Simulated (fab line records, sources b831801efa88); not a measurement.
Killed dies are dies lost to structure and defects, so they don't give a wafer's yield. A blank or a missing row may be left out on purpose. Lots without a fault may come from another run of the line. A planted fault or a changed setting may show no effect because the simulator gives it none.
One fault seen from 2 desks | flow gf180mcu | each desk has only its own numbers; what lay behind them comes last

THE TOOL OWNER'S DESK: furnace-02
The tool's own readings at GF_DUAL_GATE_OXIDATION_02 (stabilise 600 s, purge 300 s, target thk 10.887 nm): means of the sampled wafers that have a number, for each lot that ran on this tool. A lot is out of limits, marked OUT, if its mean lies more than 4 standard deviations from the usual mean; the brackets give that distance.
Columns: A = ox_temp_c_max at GF_DUAL_GATE_OXIDATION_02, usual 903.1; B = spike_tc_top_C at GF_DUAL_GATE_OXIDATION_02, usual 909.6 C; C = zone_power_centre_pct at GF_DUAL_GATE_OXIDATION_02, usual 18.3 %; D = zone_power_lower_pct at GF_DUAL_GATE_OXIDATION_02, usual 17.3 %
lot  | first seen here | A     | B     | C    | D
L635 | day 9 18:37     | 903.1 | 910.4 | 17.2 | 15.2
L642 | day 12 00:46    | 903.1 | 910.9 | 17.1 | 15.3
This desk's finding: nothing out of limits on any of the 2 lots.

THE METROLOGY DESK
What the gauges read, lot by lot, whatever tool the lot ran on: means of the sampled wafers that have a number. A lot is out of limits, marked OUT, if its mean lies more than 4 standard deviations from the usual mean; the brackets give that distance.
Columns: A = VT_IMPLANT_4_TW at GF_VT_IMPLANT_TW_MEAS_43, usual 685; B = MVSD_RS at GF_VT_IMPLANT_RS_MEAS_46, usual 457.1 ohm/sq; C = NWELL_RS at GF_VT_IMPLANT_RS_MEAS_47, usual 488.0 ohm/sq; D = LVPWELL_RS at GF_VT_IMPLANT_RS_MEAS_48, usual 1197.8 ohm/sq; E = MVPSD_RS at GF_VT_IMPLANT_RS_MEAS_49, usual 1169.1 ohm/sq; F = DUAL_GATE_OXIDATION_00_THK at GF_DUAL_GATE_THK_MEAS_03, usual 10.90 nm; G = DUAL_GATE_OVL at GF_DUAL_GATE_OVL_MEAS_11, usual -0.7 nm
lot  | first seen here | A   | B     | C     | D      | E      | F     | G
L635 | day 9 17:05     | 682 | 458.2 | 488.8 | 1195.4 | 1169.2 | 11.00 | -1.1
L636 | day 10 00:17    | 695 | 455.7 | 488.7 | 1198.0 | 1166.6 | 10.84 | -2.2
L642 | day 11 23:55    | 676 | 458.0 | 489.4 | 1201.1 | 1172.2 | 10.54 | -0.4
L645 | day 12 19:56    | 680 | 457.2 | 488.3 | 1193.3 | 1171.6 | 11.28 | -0.8
L647 | day 13 03:45    | 685 | 458.3 | 490.2 | 1196.1 | 1171.8 | 10.92 | -1.7
This desk's finding: nothing out of limits on any of the 5 lots.

PUT TOGETHER
The tool owner's desk saw nothing out of limits.
The metrology desk saw nothing out of limits.

WHAT THE SIMULATOR HAD PUT IN
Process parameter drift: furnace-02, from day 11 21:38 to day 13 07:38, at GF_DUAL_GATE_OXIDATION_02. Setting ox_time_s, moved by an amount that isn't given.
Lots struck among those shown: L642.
